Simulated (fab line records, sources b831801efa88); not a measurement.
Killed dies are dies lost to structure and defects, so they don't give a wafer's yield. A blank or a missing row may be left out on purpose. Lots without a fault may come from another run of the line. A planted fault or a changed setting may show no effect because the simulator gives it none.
One fault seen from 2 desks | flow gf180mcu | each desk has only its own numbers; what lay behind them comes last

THE TOOL OWNER'S DESK: litho_track-01
The tool's own readings at GF_NSD_DEVELOP_06 (develop time 60 s): means of the sampled wafers that have a number, for each lot that ran on this tool. A lot is out of limits, marked OUT, if its mean lies more than 4 standard deviations from the usual mean; the brackets give that distance.
Columns: A = chill_plate_temp_C at GF_NSD_DEVELOP_06, usual 22.99 C
lot  | first seen here | A
L666 | day 14 13:28    | 23.02
L667 | day 14 19:56    | 22.94
L670 | day 15 19:34    | 22.94
This desk's finding: nothing out of limits on any of the 3 lots.

THE METROLOGY DESK
What the gauges read, lot by lot, whatever tool the lot ran on: means of the sampled wafers that have a number. A lot is out of limits, marked OUT, if its mean lies more than 4 standard deviations from the usual mean; the brackets give that distance.
Columns: A = V2_W_THK at GF_V2_THK_MEAS_25, usual 356 nm
lot  | first seen here | A
L662 | day 20 06:59    | 364
L664 | day 20 22:01    | 350
L666 | day 21 15:35    | 353
L667 | day 21 23:40    | 350
L668 | day 22 10:33    | 353
L670 | day 23 01:17    | 354
L671 | day 23 13:47    | 362
L672 | day 24 08:34    | 361
L674 | day 24 22:21    | 352
L675 | day 25 04:23    | 365
L681 | day 26 18:58    | 358
L682 | day 27 02:43    | 361
L684 | day 27 19:19    | 349
L685 | day 28 05:34    | 352
This desk's finding: nothing out of limits on any of the 14 lots.

PUT TOGETHER
The tool owner's desk saw nothing out of limits.
The metrology desk saw nothing out of limits.

WHAT THE SIMULATOR HAD PUT IN
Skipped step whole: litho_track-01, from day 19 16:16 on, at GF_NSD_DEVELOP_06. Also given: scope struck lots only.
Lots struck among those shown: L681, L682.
